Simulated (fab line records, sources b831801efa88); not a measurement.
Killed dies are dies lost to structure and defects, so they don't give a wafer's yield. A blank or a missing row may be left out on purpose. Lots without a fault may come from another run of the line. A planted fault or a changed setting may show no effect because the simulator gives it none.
fab line records | flow sfq_line
record lots=7 wafers=21 last_day=91
route steps=325 shown M0@32 I0@43 M1@58 I1@73 M8@325
lots that met no fault: from a run of the same line without faults
start_h: hours from the record's first day to the start of the lot's first wafer shown | wait_h: hours since the lot's step before | " the same as in the row above | L1.1+2: a row that stands for several wafers | - no value, or no start given | * or withheld: withheld | < > ~ a bound
route shown NAME@n: a module of which the file shows steps, and the number in the route of the first | usual: mean/standard deviation of fault-free wafers | same: alike in all rows | chamber/n: place in a boat | sites: the reading at each site | _std_site: their standard deviation | _edge_site: outer sites' mean less inner sites' | radius_mm: how far each site lies from the wafer's centre | mask NAME#n: copy n | behind: the tool/chamber that last shaped the wafer | hold: why the lot was held/for how many hours/how that ended | device: the transistor (n, p or np) that didn't switch | end of line: the same wafers' tests at the end of the route | a step without rows: its recipe alone | killed: dies lost to structure and defects at the first sort, not the wafer's yield | map: a wafer's dies, x killed, . not, _ none there
set.NAME: the setting as run; set.NAME@STEP: as run at that earlier step | model.NAME: the simulator's own value behind a step, which no gauge read
lots at some steps of the route; a table a step, a row a wafer
services: from which hour (start_h, from the record's first day; less than 0 if before it) a tool's chamber was out of use, for how many hours, and why
## steps
# step SFQ_TRILAYER_M0_LITHO_COAT_026
# recipe resist=BARC spin_rpm=3000 resist_thk_nm=62
# step SFQ_TRILAYER_M0_LITHO_COAT_021
# recipe resist=KrF spin_rpm=3000 resist_thk_nm=600
# step SFQ_TRILAYER_M0_LITHO_SOFTBAKE_025
# recipe temp_c=withheld time_s=withheld resist=KrF
# step SFQ_TRILAYER_M0_LITHO_EXPOSE_022
# recipe mask_id=M0 na=0.6 source_shape=conventional sigma_outer=0.65 target_cd_nm=500 dose_mj=14.4
# step SFQ_TRILAYER_M0_LITHO_PEB_024
# recipe peb_temp_c=115 peb_time_s=60 resist=KrF
# step SFQ_TRILAYER_M0_LITHO_DEVELOP_023
# recipe time_s=60 resist=KrF
# step SFQ_M0_OVL_MEAS_906
# usual M0_OVL=-3/6.3
# columns lot.wafer tool chamber start_h wait_h M0_OVL[nm]
L570.2 overlay-02 - 139.70 0.1 -6
L570.3 " - " " -3
L570.5 " - " " -6
L573.1 overlay-01 - 163.49 0.1 -7
L573.5 " - " " -4
L573.6 " - " " 4
L575.3 overlay-01 - 179.06 0.1 -10
L575.4 " - " " -14
L575.5 " - " " 1
L578.3 overlay-02 - 195.41 0.1 6
L578.4 " - " " 3
L578.6 " - " " 1
L579.1 overlay-01 - 201.40 0.1 -6
L579.2 " - " " -3
L579.4 " - " " -6
L585.1 overlay-02 - 233.90 0.1 -14
L585.3 " - " " -19
L585.4 " - " " -4
L589.3 overlay-01 - 256.71 0.1 -3
L589.5 " - " " 4
L589.6 " - " " -1
# step SFQ_TRILAYER_M0_BARC_OPEN_METAL_ETCH_031
# recipe mask_material=PR chemistry=O2 target_depth_nm=125 target=BARC icp_w=600 bias_w=80 pressure_mtorr=10 time_s=41.7
# usual drypump_motor_current_A=5.4/0.46 oes_product_au=0.685/0.0046
# columns lot.wafer tool chamber start_h wait_h drypump_motor_current_A oes_product_au rf_hours_counter_h
L570.2 rie_metal-03 1 139.73 0.0 4.9 0.693 110
L570.3 " 0 " " 5.6 0.689 -
L570.5 " 1 " " 4.9 0.684 -
L573.1 rie_metal-03 0 163.53 0.0 5.6 0.686 105
L573.5 " 0 " " 5.6 0.684 -
L573.6 " 1 " " 4.9 0.677 -
L575.3 rie_metal-04 1 179.10 0.0 6.2 0.684 -
L575.4 " 0 " " 5.0 0.681 -
L575.5 " 0 " " 5.0 0.691 -
L578.3 rie_metal-01 1 195.45 0.0 5.0 0.684 -
L578.4 " 0 " " 5.8 0.694 -
L578.6 " 1 " " 5.0 0.687 -
L579.1 rie_metal-04 0 201.43 0.0 5.0 0.687 50
L579.2 " 1 " " 6.2 0.689 192
L579.4 " 0 " " 5.0 0.684 -
L585.1 rie_metal-01 1 233.93 0.0 5.0 0.682 25
L585.3 " 1 " " 5.0 0.691 -
L585.4 " 0 " " 5.9 0.684 -
L589.3 rie_metal-03 1 256.75 0.0 4.9 0.687 -
L589.5 " 1 " " 4.9 0.694 -
L589.6 " 0 " " 5.7 0.685 -
# step SFQ_TRILAYER_M0_ETCH_METAL_ETCH_024
# recipe target=Nb stop_on=SiO2 mask_material=PR chemistry=Cl2/Ar target_depth_nm=240 icp_w=600 bias_w=80 pressure_mtorr=10 time_s=120
# usual drypump_motor_current_A=5.4/0.45 oes_product_au=0.894/0.0064
# columns lot.wafer tool chamber start_h wait_h drypump_motor_current_A oes_product_au rf_hours_counter_h
L570.2 rie_metal-03 1 139.79 0.0 4.9 0.890 110
L570.3 " 0 " " 5.7 0.880 -
L570.5 " 1 " " 4.9 0.890 -
L573.1 rie_metal-03 0 163.59 0.0 5.6 0.897 105
L573.5 " 0 " " 5.6 0.896 -
L573.6 " 1 " " 4.9 0.897 -
L575.3 rie_metal-04 1 179.18 0.1 6.2 0.888 -
L575.4 " 0 " " 5.0 0.890 -
L575.5 " 0 " " 5.0 0.880 -
L578.3 rie_metal-01 1 195.53 0.1 5.0 0.897 -
L578.4 " 0 " " 5.8 0.900 -
L578.6 " 1 " " 5.0 0.905 -
L579.1 rie_metal-04 0 201.49 0.0 5.0 0.886 50
L579.2 " 1 " " 6.2 0.889 192
L579.4 " 0 " " 5.0 0.890 -
L585.1 rie_metal-01 1 233.99 0.0 5.0 0.888 26
L585.3 " 1 " " 5.0 0.902 -
L585.4 " 0 " " 5.9 0.891 -
L589.3 rie_metal-03 1 256.83 0.1 4.9 0.898 -
L589.5 " 1 " " 4.9 0.896 -
L589.6 " 0 " " 5.6 0.899 -
# step SFQ_TRILAYER_M0_STRIP_STRIP_025
# recipe gas=O2 power_w=200 platen_temp_c=40 overash_fraction=0.65 chemistry=O2 pressure_mtorr=50
# usual drypump_motor_current_A=5.4/0.45 oes_product_au=1.004/0.0088
# columns lot.wafer tool chamber start_h wait_h drypump_motor_current_A oes_product_au rf_hours_counter_h
L570.2 rie_metal-03 1 139.91 0.1 5.0 0.990 110
L570.3 " 0 " " 5.7 1.010 -
L570.5 " 1 " " 4.9 1.003 -
L573.1 rie_metal-03 0 163.71 0.1 5.7 0.995 105
L573.5 " 0 " " 5.6 0.999 -
L573.6 " 1 " " 5.0 1.000 -
L575.3 rie_metal-04 1 179.47 0.2 6.2 1.010 -
L575.4 " 0 " " 5.0 1.004 -
L575.5 " 0 " " 5.0 1.011 -
L578.3 rie_metal-01 1 195.82 0.2 5.0 1.015 -
L578.4 " 0 " " 5.9 0.989 -
L578.6 " 1 " " 5.0 1.017 -
L579.1 rie_metal-04 0 201.62 0.1 5.0 1.009 50
L579.2 " 1 " " 6.2 1.004 192
L579.4 " 0 " " 5.0 1.008 -
L585.1 rie_metal-01 1 234.12 0.1 5.0 1.022 26
L585.3 " 1 " " 5.0 1.015 -
L585.4 " 0 " " 5.8 0.998 -
L589.3 rie_metal-03 1 257.12 0.2 5.0 0.997 -
L589.5 " 1 " " 4.9 0.998 -
L589.6 " 0 " " 5.6 1.012 -
# step SFQ_TRILAYER_M0_STRIP_SOLV_CLEAN_026
# recipe chemistry=NMP temp_c=70 time_s=600
# step SFQ_TRILAYER_I0_DEP_PECVD_027
# recipe material=SiO2 temp_c=150 time_s=111.11 pressure_torr=2.4 rf_w=183.3 precursor=SiH4/N2O target_thk_nm=500
# usual heater_power_w=83/12 throttle_valve_pct=24.6/1.2
# columns lot.wafer tool chamber start_h wait_h heater_power_w throttle_valve_pct
L570.2 pecvd-01 0 140.70 0.0 80 26.5
L570.3 " 2 " " 109 22.8
L570.5 " 1 " " 84 23.4
L573.1 pecvd-03 1 164.49 0.0 82 25.1
L573.5 " 1 " " 67 25.1
L573.6 " 2 " " 69 26.2
L575.3 pecvd-02 1 180.22 0.0 95 23.6
L575.4 " 2 " " 95 23.9
L575.5 " 1 " " 73 23.4
L578.3 pecvd-02 1 196.57 0.0 77 23.5
L578.4 " 1 " " 84 23.6
L578.6 " 0 " " 76 24.5
L579.1 pecvd-01 0 202.57 0.0 73 26.5
L579.2 " 1 " " 87 23.8
L579.4 " 1 " " 92 23.6
L585.1 pecvd-03 1 234.89 0.0 69 25.3
L585.3 " 2 " " 67 26.1
L585.4 " 2 " " 67 25.8
L589.3 pecvd-01 0 257.69 0.0 81 27.0
L589.5 " 2 " " 104 23.2
L589.6 " 0 " " 84 26.7
# step SFQ_TRILAYER_I0_CMP_CMP_028
# recipe material=SiO2 down_force_psi=3 platen_rpm=60 pad_velocity_m_s=0.94248
# usual motor_current_A=10.3/1.4 platen_rpm=60.00/0.036 time_to_endpoint_s=215/7.9
# columns lot.wafer tool chamber start_h wait_h motor_current_A platen_rpm time_to_endpoint_s model.SiO2_of_TRILAYER_I0_DEP_PECVD_027.thk_nm
L570.2 cmp-01 0 151.33 10.6 12.5 60.00 209 199.2
L570.3 " 2 152.33 11.6 10.8 59.96 222 199.9
L570.5 " 3 " " 10.6 60.00 211 200
L573.1 cmp-02 2 167.45 2.9 11.5 59.98 215 201.4
L573.6 " 0 168.45 3.9 10.8 60.02 216 200.6
L573.5 " 1 " " 9.8 59.99 212 201.2
L575.3 cmp-02 1 182.30 2.0 10.0 60.00 213 197.8
L575.4 " 0 183.80 3.5 9.9 59.97 187 248.2
L575.5 " 2 184.80 4.5 12.1 60.02 227 198.6
L578.3 cmp-02 0 200.30 3.7 10.2 60.03 212 200.9
L578.4 " 3 201.80 5.2 8.8 60.03 183 250.8
L578.6 " 0 " " 10.5 60.00 188 250.3
L579.4 cmp-02 3 203.80 1.2 8.9 60.09 191 249.1
L579.1 " 0 " " 10.5 59.99 185 249.6
L579.2 " 1 " " 9.8 60.06 226 199.3
L585.1 cmp-01 3 240.60 5.7 10.7 60.00 207 198.6
L585.3 " 0 " " 13.0 59.95 208 198.9
L585.4 " 1 " " 7.2 60.02 224 200.9
L589.3 cmp-01 2 264.60 6.9 10.9 59.99 216 200.5
L589.6 " 2 266.60 8.8 10.4 59.98 215 199.9
L589.5 " 3 " " 10.6 60.01 216 198.5
# step SFQ_I0_BOW_MEAS_907
# recipe mode=bow
# usual I0_BOW=2/6.3
# columns lot.wafer tool chamber start_h wait_h I0_BOW[um]
L570.2 film_metro-02 - 153.85 2.0 -6
L570.3 " - " " -5
L570.5 " - " " 5
L573.1 film_metro-01 - 169.45 1.5 -1
L573.5 " - " " 8
L573.6 " - " " 4
L575.3 film_metro-01 - 185.34 2.5 8
L575.4 " - " " 5
L575.5 " - " " 12
L578.3 film_metro-03 - 203.34 2.5 12
L578.4 " - " " 5
L578.6 " - " " -1
L579.1 film_metro-03 - 206.30 1.5 13
L579.2 " - " " 8
L579.4 " - " " 5
L585.1 film_metro-03 - 243.60 2.5 -1
L585.3 " - " " 3
L585.4 " - " " 9
L589.3 film_metro-03 - 267.64 2.5 4
L589.5 " - " " 5
L589.6 " - " " -2
# step SFQ_TRILAYER_I0_METRO_MEASURE_029
# usual thk_nm=199.9/1
# columns lot.wafer tool chamber start_h wait_h thk_nm
L570.2 film_metro-02 - 154.15 0.3 199.2
L570.3 " - " " 200.0
L570.5 " - " " 200.2
L573.1 film_metro-01 - 169.57 0.1 201.3
L573.5 " - " " 201.2
L573.6 " - " " 200.7
L575.3 film_metro-01 - 185.82 0.5 197.9
L575.4 " - " " 248.0
L575.5 " - " " 198.6
L578.3 film_metro-03 - 203.82 0.5 200.8
L578.4 " - " " 250.8
L578.6 " - " " 250.6
L579.1 film_metro-03 - 206.42 0.1 249.4
L579.2 " - " " 199.4
L579.4 " - " " 248.8
L585.1 film_metro-03 - 243.72 0.1 198.5
L585.3 " - " " 199.0
L585.4 " - " " 201.1
L589.3 film_metro-03 - 268.12 0.5 200.5
L589.5 " - " " 198.6
L589.6 " - " " 200.0
# step SFQ_TRILAYER_I0_VIA_LITHO_COAT_036
# recipe resist=BARC spin_rpm=3000 resist_thk_nm=62
# step SFQ_TRILAYER_I0_VIA_LITHO_COAT_031
# recipe resist=KrF spin_rpm=3000 resist_thk_nm=650
# step SFQ_TRILAYER_I0_VIA_LITHO_SOFTBAKE_035
# recipe temp_c=withheld time_s=withheld resist=KrF
# step SFQ_TRILAYER_I0_VIA_LITHO_EXPOSE_032
# recipe mask_id=I0 na=0.6 source_shape=conventional sigma_outer=0.65 target_cd_nm=500 dose_mj=21.3
# step SFQ_TRILAYER_I0_VIA_LITHO_PEB_034
# recipe peb_temp_c=115 peb_time_s=60 resist=KrF
# step SFQ_TRILAYER_I0_VIA_LITHO_DEVELOP_033
# recipe time_s=60 resist=KrF
# step SFQ_I0_OVL_MEAS_908
# usual I0_OVL=-2/5.2
# columns lot.wafer tool chamber start_h wait_h I0_OVL[nm]
L570.2 overlay-02 - 247.12 0.1 2
L570.3 " - " " 5
L570.5 " - " " 2
L573.1 overlay-01 - 261.52 0.1 3
L573.5 " - " " 4
L573.6 " - " " 1
L575.3 overlay-02 - 278.33 0.1 1
L575.4 " - " " -8
L575.5 " - " " -6
L578.3 overlay-02 - 308.72 0.1 -1
L578.4 " - " " -4
L578.6 " - " " -3
L579.1 overlay-01 - 313.51 0.1 0
L579.2 " - " " 4
L579.4 " - " " 7
L585.1 overlay-01 - 366.21 0.1 -1
L585.3 " - " " 5
L585.4 " - " " 1
L589.3 overlay-01 - 393.92 0.1 -5
L589.5 " - " " -6
L589.6 " - " " -9
# step SFQ_TRILAYER_I0_VIA_BARC_OPEN_VIA_ETCH_046
# recipe mask_material=PR chemistry=O2 target_depth_nm=125 target=BARC source_w=500 bias_w=80 pressure_mtorr=30 time_s=41.7
# step SFQ_TRILAYER_I0_VIA_ETCH_VIA_ETCH_034
# recipe target=SiO2 stop_on=Nb mask_material=PR taper_deg=20 chemistry=CHF3 target_depth_nm=260 source_w=500 bias_w=80 pressure_mtorr=30 time_s=withheld
# usual drypump_motor_current_A=5.6/0.53 oes_product_au=0.854/0.0048
# columns lot.wafer tool chamber start_h wait_h drypump_motor_current_A oes_product_au model.I0.feature_depth_nm model.etch.depth_nm
L570.2 rie_diel-01 1 247.19 0.0 4.9 0.855 199.2 199.2
L570.3 " 2 " " 5.8 0.851 199.9 199.9
L570.5 " 0 " " 6.4 0.854 200 200
L573.1 rie_diel-02 3 261.59 0.0 6.4 0.851 201.4 201.4
L573.5 " 0 " " 5.9 0.853 201.2 201.2
L573.6 " 3 " " 6.4 0.858 200.6 200.6
L575.3 rie_diel-03 0 278.39 0.0 4.8 0.845 197.8 197.8
L575.4 " 2 " " 5.6 0.970 248.2 248.2
L575.5 " 0 " " 4.8 0.849 198.6 198.6
L578.3 rie_diel-02 3 308.79 0.0 6.4 0.854 200.9 200.9
L578.4 " 1 " " 5.4 0.972 250.8 250.8
L578.6 " 3 " " 6.4 0.966 250.3 250.3
L579.1 rie_diel-01 3 313.59 0.0 5.8 0.967 249.5 249.6
L579.2 " 1 " " 4.9 0.845 199.3 199.3
L579.4 " 2 " " 5.8 0.970 249.1 249.1
L585.1 rie_diel-03 0 366.28 0.0 4.8 0.849 198.6 198.6
L585.3 " 3 " " 4.9 0.858 198.9 198.9
L585.4 " 1 " " 5.6 0.860 200.9 200.9
L589.3 rie_diel-02 2 393.98 0.0 5.7 0.863 200.5 200.5
L589.5 " 0 " " 5.9 0.860 198.5 198.5
L589.6 " 1 " " 5.4 0.852 199.9 199.9
# step SFQ_TRILAYER_I0_VIA_STRIP_STRIP_035
# recipe gas=O2 power_w=200 platen_temp_c=40 overash_fraction=0.65 chemistry=O2 pressure_mtorr=50
# step SFQ_TRILAYER_I0_VIA_STRIP_SOLV_CLEAN_036
# recipe chemistry=NMP temp_c=70 time_s=600
# step SFQ_TRILAYER_M1_DEP_PRE_CLEAN_038
# recipe gas=Ar time_s=22.5 bias_v=250
# columns lot.wafer tool chamber start_h wait_h model.SiO2_of_TRILAYER_I0_DEP_PECVD_027.thk_nm
L570.2 pvd_sputter-03 - 248.10 0.0 191.7
L570.3 " - " " 192.4
L570.5 " - " " 192.5
L573.1 pvd_sputter-03 - 262.66 0.0 193.9
L573.5 " - " " 193.7
L573.6 " - " " 193.1
L575.3 pvd_sputter-06 - 279.28 0.0 190.3
L575.4 " - " " 240.7
L575.5 " - " " 191.1
L578.3 pvd_sputter-06 - 309.68 0.0 193.4
L578.4 " - " " 243.3
L578.6 " - " " 242.8
L579.1 pvd_sputter-03 - 314.49 0.0 242
L579.2 " - " " 191.8
L579.4 " - " " 241.6
L585.1 pvd_sputter-03 - 367.17 0.0 191.1
L585.3 " - " " 191.4
L585.4 " - " " 193.4
L589.3 pvd_sputter-03 - 394.87 0.0 193
L589.5 " - " " 191
L589.6 " - " " 192.4
# step SFQ_TRILAYER_M1_DEP_SPUTTER_037
# recipe material=Nb base_pressure_pa=1.33e-06 chamber_pressure_pa=0.1333 substrate_temp_c=20 resputter_cathode_voltage_v=400 target_thk_nm=200 power_w=2000 time_s=133.3
# step SFQ_M1_RS_MEAS_909
# recipe thk_meas_gauge=four-point-probe reads=Nb_of_TRILAYER_M1_DEP_SPUTTER_037
# usual M1_NB_RS=0.893/0.01
# columns lot.wafer tool chamber start_h wait_h M1_NB_RS[ohm/sq]
L570.2 film_metro-01 - 248.24 0.1 0.890
L570.3 " - " " 0.879
L570.5 " - " " 0.867
L573.1 film_metro-01 - 262.78 0.0 0.908
L573.5 " - " " 0.896
L573.6 " - " " 0.901
L575.3 film_metro-04 - 279.45 0.1 0.905
L575.4 " - " " 0.892
L575.5 " - " " 0.901
L578.3 film_metro-02 - 309.84 0.1 0.895
L578.4 " - " " 0.901
L578.6 " - " " 0.896
L579.1 film_metro-04 - 314.61 0.0 0.896
L579.2 " - " " 0.894
L579.4 " - " " 0.888
L585.1 film_metro-01 - 367.29 0.0 0.879
L585.3 " - " " 0.878
L585.4 " - " " 0.890
L589.3 film_metro-04 - 395.03 0.1 0.900
L589.5 " - " " 0.893
L589.6 " - " " 0.905
# step SFQ_TRILAYER_M1_LITHO_COAT_044
# recipe resist=BARC spin_rpm=3000 resist_thk_nm=62
# step SFQ_TRILAYER_M1_LITHO_COAT_039
# recipe resist=KrF spin_rpm=3000 resist_thk_nm=600
# step SFQ_TRILAYER_M1_LITHO_SOFTBAKE_043
# recipe temp_c=withheld time_s=withheld resist=KrF
# step SFQ_TRILAYER_M1_LITHO_EXPOSE_040
# recipe mask_id=M1 na=0.6 source_shape=conventional sigma_outer=0.65 target_cd_nm=500 dose_mj=14.4
# step SFQ_TRILAYER_M1_LITHO_PEB_042
# recipe peb_temp_c=115 peb_time_s=60 resist=KrF
# step SFQ_TRILAYER_M1_LITHO_DEVELOP_041
# recipe time_s=60 resist=KrF
# step SFQ_M1_OVL_MEAS_911
# usual M1_OVL=-1/5
# columns lot.wafer tool chamber start_h wait_h M1_OVL[nm]
L570.2 overlay-01 - 275.90 0.1 7
L570.3 " - " " 0
L570.5 " - " " 6
L573.1 overlay-02 - 290.30 0.1 1
L573.5 " - " " 4
L573.6 " - " " 5
L575.3 overlay-01 - 303.51 0.1 -4
L575.4 " - " " 2
L575.5 " - " " -4
L578.3 overlay-02 - 327.71 0.1 -6
L578.4 " - " " -4
L578.6 " - " " -9
L579.1 overlay-02 - 333.70 0.1 0
L579.2 " - " " -3
L579.4 " - " " -5
L585.1 overlay-02 - 388.11 0.1 4
L585.3 " - " " -7
L585.4 " - " " -1
L589.3 overlay-02 - 413.32 0.1 -3
L589.5 " - " " -1
L589.6 " - " " -7
# step SFQ_TRILAYER_M1_BARC_OPEN_METAL_ETCH_054
# recipe mask_material=PR chemistry=O2 target_depth_nm=125 target=BARC icp_w=600 bias_w=80 pressure_mtorr=10 time_s=41.7
# usual drypump_motor_current_A=5.5/0.54 oes_product_au=0.685/0.0051
# columns lot.wafer tool chamber start_h wait_h drypump_motor_current_A oes_product_au rf_hours_counter_h
L570.2 rie_metal-04 0 275.93 0.0 5.0 0.686 67
L570.3 " 1 " " 6.2 0.690 -
L570.5 " 1 " " 6.2 0.696 -
L573.1 rie_metal-02 1 290.33 0.0 4.8 0.694 35
L573.5 " 0 " " 5.8 0.685 -
L573.6 " 1 " " 4.8 0.680 -
L575.3 rie_metal-02 0 303.55 0.0 5.8 0.685 -
L575.4 " 1 " " 4.8 0.680 -
L575.5 " 0 " " 5.8 0.684 -
L578.3 rie_metal-02 1 327.76 0.0 4.8 0.679 -
L578.4 " 0 " " 5.8 0.683 -
L578.6 " 0 " " 5.8 0.687 -
L579.1 rie_metal-01 1 333.74 0.0 5.0 0.681 42
L579.2 " 0 " " 5.8 0.689 63
L579.4 " 1 " " 5.0 0.683 -
L585.1 rie_metal-02 1 388.34 0.2 4.8 0.687 48
L585.3 " 1 " " 4.8 0.695 -
L585.4 " 0 " " 5.8 0.688 -
L589.3 rie_metal-01 0 413.36 0.0 5.8 0.683 -
L589.5 " 1 " " 5.0 0.685 -
L589.6 " 0 " " 5.8 0.686 -
# step SFQ_TRILAYER_M1_ETCH_METAL_ETCH_042
# recipe target=Nb stop_on=SiO2 mask_material=PR chemistry=Cl2/Ar target_depth_nm=240 icp_w=600 bias_w=80 pressure_mtorr=10 time_s=120
# step SFQ_TRILAYER_M1_STRIP_STRIP_043
# recipe gas=O2 power_w=200 platen_temp_c=40 overash_fraction=0.65 chemistry=O2 pressure_mtorr=50
# step SFQ_TRILAYER_M1_STRIP_SOLV_CLEAN_044
# recipe chemistry=NMP temp_c=70 time_s=600
# step SFQ_TRILAYER_I1_DEP_PECVD_045
# recipe material=SiO2 temp_c=150 time_s=111.11 pressure_torr=2.4 rf_w=183.3 precursor=SiH4/N2O target_thk_nm=500
# step SFQ_M8_BOW_MEAS_951
# recipe mode=bow
# usual M8_BOW=10/9.5
# columns lot.wafer tool chamber start_h wait_h M8_BOW[um] model.etest.i0.link_ohm
L570.2 film_metro-03 - 2017.48 0.0 6 1.978
L570.3 " - " " 8 1.972
L570.5 " - " " 16 1.949
L573.1 film_metro-03 - 2024.66 0.0 13 1.985
L573.5 " - " " 23 1.966
L573.6 " - " " 18 1.976
L575.3 film_metro-01 - 2030.56 0.0 20 1.989
L575.4 " - " " 18 2.03
L575.5 " - " " 23 1.997
L578.3 film_metro-02 - 2124.74 0.0 15 1.958
L578.4 " - " " 8 2.014
L578.6 " - " " 2 2.007
L579.1 film_metro-03 - 2132.19 0.0 21 2.026
L579.2 " - " " 17 1.974
L579.4 " - " " 15 2.018
L585.1 film_metro-02 - 2178.64 0.0 15 1.945
L585.3 " - " " 18 1.942
L585.4 " - " " 24 1.962
L589.3 film_metro-03 - 2183.47 0.0 9 1.969
L589.5 " - " " 10 1.963
L589.6 " - " " 5 1.984
## services
# columns tool chamber start_h hours kind
rie_metal-04 1 118.46 27.2 repair
pvd_sputter-03 - 120.86 2.8 repair
rie_metal-01 - 132.40 14.6 pm
film_metro-03 - 169.04 1.1 pm
cmp-02 - 171.00 0.6 repair
film_metro-03 - 177.06 0.7 pm
pvd_sputter-03 - 183.98 2.1 repair
rie_metal-01 1 218.10 5.8 repair
cmp-02 - 233.79 4.0 pm
film_metro-03 - 238.36 0.9 repair
cmp-02 - 258.79 6.4 pm
pvd_sputter-03 - 268.28 26.4 repair
cmp-02 - 274.08 1.0 repair
cmp-02 - 274.16 0.5 repair
rie_metal-02 - 284.22 1.9 repair
rie_metal-01 1 289.50 2.4 repair
pvd_sputter-03 - 289.70 2.4 repair
film_metro-03 - 298.25 4.5 repair
rie_metal-03 1 313.36 6.5 repair
film_metro-03 - 322.21 0.8 pm
rie_metal-02 - 332.29 15.6 pm
rie_metal-04 - 381.73 10.0 pm
rie_metal-03 1 390.97 9.3 repair
rie_metal-01 - 402.51 0.5 repair
## key
first_sign step=SFQ_TRILAYER_I0_CMP_CMP_028 reading=time_to_endpoint_s direction=down sigmas=3.6 usual=* struck=*
effect step=SFQ_TRILAYER_I0_METRO_MEASURE_029 reading=thk_nm direction=up sigmas=48 usual=199.9 struck=249.5
effect step=SFQ_TRILAYER_I0_VIA_ETCH_VIA_ETCH_034 reading=oes_product_au direction=up sigmas=24 usual=0.854 struck=0.969
model_effect step=SFQ_TRILAYER_I0_CMP_CMP_028 value=SiO2_of_TRILAYER_I0_DEP_PECVD_027.thk_nm without=199.6 struck=249.6
model_effect step=SFQ_TRILAYER_I0_VIA_ETCH_VIA_ETCH_034 value=I0.feature_depth_nm without=199.6 struck=249.6
model_effect step=SFQ_TRILAYER_M1_DEP_PRE_CLEAN_038 value=SiO2_of_TRILAYER_I0_DEP_PECVD_027.thk_nm without=192.1 struck=242.1
model_effect step=SFQ_M8_BOW_MEAS_951 value=etest.i0.link_ohm without=1.972 struck=2.019
met_at SFQ_TRILAYER_I0_CMP_CMP_028
struck_wafers L575.4,L578.4,L578.6,L579.1,L579.4
onset_between 167.45 182.30
fault kind=process_parameter_drift tool=cmp-02 chamber=- onset_h=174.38 steps=SFQ_TRILAYER_I0_CMP_CMP_028 channel=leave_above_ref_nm offset=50 shape=step end_h=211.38 scope=struck_wafers_only acts_in=these_recipes_only stated=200
